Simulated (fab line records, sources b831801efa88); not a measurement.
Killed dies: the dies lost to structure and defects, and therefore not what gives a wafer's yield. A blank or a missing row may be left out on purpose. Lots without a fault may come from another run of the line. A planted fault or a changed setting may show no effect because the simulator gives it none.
The tool behind it: which one? | flow gf180mcu | 14 lots, 42 wafers sampled, at 4 steps of a route of 602

== WHAT THE GAUGES READ, wafer by wafer ==
GF_HV_LDD_THK_MEAS_57.
lot  | measured     | on            | HV_LDD_CVD_56_THK (nm)
L305 | day 12 10:01 | film_metro-04 | 88.5 88.4 88.5
L306 | day 12 19:44 | film_metro-04 | 89.5 89.9 89.8
L307 | day 13 00:02 | film_metro-04 | 88.7 89.0 89.2
L312 | day 14 17:19 | film_metro-01 | 88.9 88.5 89.1
L313 | day 14 23:10 | film_metro-03 | 90.1 89.7 90.0
L314 | day 15 14:49 | film_metro-03 | 89.8 89.0 89.5
L315 | day 15 19:31 | film_metro-01 | 89.9 89.4 89.9
L316 | day 16 02:35 | film_metro-03 | 89.2 88.6 87.8
L320 | day 17 11:53 | film_metro-03 | 89.9 89.8 89.8
L323 | day 18 16:38 | film_metro-03 | 91.2 90.6 90.2
L324 | day 18 23:20 | film_metro-01 | 90.8 90.9 91.4
L326 | day 19 17:10 | film_metro-01 | 91.3 90.5 90.9
L327 | day 19 21:46 | film_metro-03 | 92.3 91.5 92.3
L328 | day 20 06:05 | film_metro-01 | 90.8 90.6 90.9

GF_NSD_TW_MEAS_12.
lot  | measured     | on            | NSD_TW
L305 | day 13 06:09 | film_metro-03 | 4264 4275 4247
L306 | day 13 16:03 | film_metro-01 | 4161 4190 4144
L307 | day 13 20:50 | film_metro-01 | 4200 4183 4197
L312 | day 15 15:03 | film_metro-02 | 4204 4216 4194
L313 | day 15 21:02 | film_metro-03 | 4252 4258 4240
L314 | day 16 12:54 | film_metro-03 | 4256 4268 4260
L315 | day 16 18:01 | film_metro-02 | 4215 4197 4207
L316 | day 17 01:12 | film_metro-01 | 4181 4181 4211
L320 | day 18 10:50 | film_metro-02 | 4227 4244 4227
L323 | day 19 16:29 | film_metro-03 | 4266 4249 4274
L324 | day 19 23:44 | film_metro-01 | 4193 4193 4139
L326 | day 20 17:05 | film_metro-01 | 4176 4161 4164
L327 | day 20 21:45 | film_metro-01 | 4194 4186 4191
L328 | day 21 06:19 | film_metro-01 | 4194 4195 4202

GF_SAB_THK_MEAS_01.
lot  | measured     | on            | SAB_CVD_00_THK (nm)
L305 | day 14 03:35 | film_metro-02 | 49.7 49.8 50.6
L306 | day 14 14:01 | film_metro-01 | 49.4 50.1 50.4
L307 | day 14 18:11 | film_metro-04 | 49.4 49.0 49.5
L312 | day 16 13:25 | film_metro-02 | 50.8 52.3 50.9
L313 | day 16 20:10 | film_metro-02 | 49.2 50.9 50.2
L314 | day 17 11:40 | film_metro-01 | 50.0 51.3 50.7
L315 | day 17 17:46 | film_metro-02 | 55.6 50.5 51.2
L316 | day 18 00:23 | film_metro-04 | 49.9 56.0 51.3
L320 | day 19 11:43 | film_metro-01 | 50.4 50.1 51.0
L323 | day 20 16:13 | film_metro-04 | 49.9 50.3 51.1
L324 | day 21 00:31 | film_metro-04 | 49.8 50.5 50.5
L326 | day 21 17:21 | film_metro-02 | 49.7 49.3 50.4
L327 | day 21 22:41 | film_metro-02 | 49.8 51.1 50.3
L328 | day 22 07:21 | film_metro-02 | 51.4 51.1 50.1

== TOOL THAT RAN EACH LOT (tool first, then ch and the chambers of the sampled wafers, then the start) ==
lot  | GF_SAB_CVD_00
L305 | pecvd-01 ch 0,1, day 14 03:34
L306 | pecvd-04 ch 0,1,2, day 14 13:59
L307 | pecvd-01 ch 0,1,2, day 14 18:10
L312 | pecvd-01 ch 0,1, day 16 13:23
L313 | pecvd-04 ch 0,1,2, day 16 20:08
L314 | pecvd-01 ch 0,1,2, day 17 11:38
L315 | pecvd-01 ch 0,2, day 17 17:43
L316 | pecvd-01 ch 1,2, day 18 00:22
L320 | pecvd-04 ch 0,2, day 19 11:41
L323 | pecvd-04 ch 0,1, day 20 16:11
L324 | pecvd-01 ch 0,1,2, day 21 00:28
L326 | pecvd-03 ch 0,2, day 21 17:19
L327 | pecvd-01 ch 0,1, day 21 22:40
L328 | pecvd-04 ch 0,1,2, day 22 07:19
- GF_SAB_CVD_00: deposits SiO2 from TEOS, target thk 50 nm, time 4.9302 s.

== AS READ BY THE TOOLS THEMSELVES (means over the sampled wafers that have a number; for cases with no such wafer, the mark the record gives instead) ==
GF_SAB_CVD_00.
lot  | tool     | heater_power_outer_w (W) | heater_power_w (W)
L305 | pecvd-01 | 408                      | 667
L306 | pecvd-04 | 393                      | 708
L307 | pecvd-01 | 342                      | 607
L312 | pecvd-01 | 344                      | 574
L313 | pecvd-04 | 362                      | 649
L314 | pecvd-01 | 351                      | 629
L315 | pecvd-01 | 303                      | 585
L316 | pecvd-01 | 379                      | 690
L320 | pecvd-04 | 487                      | 838
L323 | pecvd-04 | 297                      | 550
L324 | pecvd-01 | 397                      | 683
L326 | pecvd-03 | 412                      | 725
L327 | pecvd-01 | 368                      | 590
L328 | pecvd-04 | 403                      | 706

== THE ANSWER, worked out from the rows above alone ==
Rule: what is usual is taken from the lots themselves. The widest of any qualifying gaps counts: lots, ordered by their means at a reading, are off when they make up no more than a third of the lots, leave a main group of 4 or more, and stand apart from it by 3 or more times the standard deviation of that group's means. The tables above print the reading to a certain number of digits; a main group whose means all agree to those digits is not used. Also off: a lot with no number at a reading for which 4 or more lots have one. The other lots that the step has rows for count as sound. Order of review: gauges by route order, followed by the tools' own readings, for which a lot's mean as printed above is used. The first step at which some lot is off is used, and at that step the reading that is off furthest; a lot without a number counts as furthest.
No lot is off at any reading shown: from this, nothing can be told.

== WHAT THE SIMULATOR HAD PUT IN ==
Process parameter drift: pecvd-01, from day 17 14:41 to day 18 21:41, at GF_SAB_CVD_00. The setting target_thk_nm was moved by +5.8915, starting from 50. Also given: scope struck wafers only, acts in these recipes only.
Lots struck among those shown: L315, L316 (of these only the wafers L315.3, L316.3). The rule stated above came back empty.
